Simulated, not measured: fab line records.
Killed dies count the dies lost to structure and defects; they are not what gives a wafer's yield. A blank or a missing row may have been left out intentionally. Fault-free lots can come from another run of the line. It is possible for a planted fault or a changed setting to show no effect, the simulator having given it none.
Code-filled problem report in 8D (eight disciplines) form / flow gf180mcu / the parts of the form that need people (team, actions taken, sign-off) are left out

== 1. THE ISSUE ==
Mean M3_ALCU_RS at GF_M3_RS_MEAS_05: 0.0511 ohm/sq over 3 wafers in 2 lots; fault-free wafers: 0.0692 ohm/sq, standard deviation 0.00069. That puts it -26 standard deviations away from the usual mean.
The step: measures by four-point-probe.
The first sign was on wafer L750.3 at day 26 03:43, on film metro-01. Wafers with a number at this step in the record: 18, from 6 lots. The rule behind "out" and "out of limits": a value lying over 4 standard deviations away from the usual mean. Any other wafer with a number is counted as sound.

== 2. WHAT IT IS; WHAT IT IS NOT ==
question=which readings at this step | is=M3_ALCU_RS | is not=-
question=which lots | is=L750, L753 | is not=L740, L743, L748, L758
question=which wafers of those lots | is=L750.3, L750.5, L753.3 | is not=L750.2, L753.1, L753.5
question=read on which gauges | is=film metro-01 | is not=film metro-04
question=when | is=from day 26 03:43 | is not=up to then (10 sound wafers); but 5 sound wafers of L753, L758 came after

== 3. THE SUSPECTS, EACH WITH WHAT RULES IT OUT ==
Counting: a tool at a process step up to the reading stays a suspect if it ran every lot that is out. Sound lots after the first of them don't rule it out here, since some wafers of a struck lot are sound.
- the gauge at GF_M3_RS_MEAS_05 is ruled out. All the wafers that are out were read on film metro-01, but those of them that GF_PASSIVATION_PROBE_99 has rows for are out there too, on other tools.
- pvd sputter-03 at GF_M3_SPUTTER_01 (material TiN, target thk 30 nm, time 25 s): kept. It processed each lot that is out (first: L750, day 26 03:35); up to then, its last sound lot is L740 (day 22 12:43).
- pvd sputter-03 at GF_M3_SPUTTER_02 (material AlCu, target thk 450 nm, time 23.9 s): kept. It processed each lot that is out (first: L750, day 26 03:37); up to then, its last sound lot is L740 (day 22 12:44).
- pvd sputter-03 at GF_M3_SPUTTER_04 (material TiN, target thk 50 nm, time 41.7 s): kept. It processed each lot that is out (first: L750, day 26 03:40); up to then, its last sound lot is L740 (day 22 12:47).
After the count, these remain: pvd sputter-03 at GF_M3_SPUTTER_01, pvd sputter-03 at GF_M3_SPUTTER_02 and pvd sputter-03 at GF_M3_SPUTTER_04.

== 4. THE CAUSE (what the simulator had put in) ==
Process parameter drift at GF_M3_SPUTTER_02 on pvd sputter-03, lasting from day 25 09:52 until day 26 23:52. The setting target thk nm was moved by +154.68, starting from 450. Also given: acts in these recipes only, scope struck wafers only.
This tool is one of the 3 suspects left after counting.

== 5. THE EFFECT CHAIN, in route order ==
One row per reading whose mean, taken over the struck wafers that have a number, lies over 3 standard deviations from the usual. Scope: only readings with a usual standard deviation given in the record; hours: median across lots of the time from each lot's start at the first step in this table that gives one to its start at this step; sigmas: change in usual standard deviations.
hours=0; step=GF_M3_RS_MEAS_05; reading=M3_ALCU_RS; usual=0.0692 ohm/sq; on struck wafers=0.0511; change=-0.0181; sigmas=-26
hours=0; step=GF_M3_THK_MEAS_06; reading=M3_ALCU_THK; usual=453 nm; on struck wafers=611; change=+158; sigmas=+36
hours=178; step=GF_PASSIVATION_PROBE_99; reading=defect limited yield; usual=90.3 %; on struck wafers=14.0; change=-76.3; sigmas=-54
hours=178; step=GF_PASSIVATION_PROBE_99; reading=killed_at_M0_to_M3; usual=21; on struck wafers=398; change=+377; sigmas=+84
hours=178; step=GF_PASSIVATION_PROBE_99; reading=killed dies; usual=48; on struck wafers=423; change=+375; sigmas=+54
hours=178; step=GF_PASSIVATION_PROBE_99; reading=killed on rim; usual=10; on struck wafers=63; change=+53; sigmas=+17
hours=178; step=GF_PASSIVATION_PROBE_99; reading=sort_bin_3_pad_short; usual=0.44 %; on struck wafers=76.96; change=+76.52; sigmas=+99 or more
hours=178; step=GF_PASSIVATION_PROBE_99; reading=sort n pass; usual=444; on struck wafers=69; change=-375; sigmas=-54
hours=178; step=GF_PASSIVATION_PROBE_99; reading=sort yield pct; usual=90.3 %; on struck wafers=14.0; change=-76.3; sigmas=-54
It contains these process steps:
- GF_PASSIVATION_PROBE_99

== 6. HOW IT WOULD HAVE BEEN CAUGHT EARLIER ==
18 hours passed between the start of the fault at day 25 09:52 and the first reading out of limits at a measuring or inspecting step in this record, taken at day 26 03:43.
Of the tool readings at GF_M3_SPUTTER_02 for which the record gives a usual standard deviation, none was out on any struck wafer, so an alarm limit of 4 standard deviations on them would not have fired.
L753, from the lots that are out (2), started GF_M3_SPUTTER_02 on pvd sputter-03 later than day 26 03:43. Had the tool been put on hold then, it would have been spared.
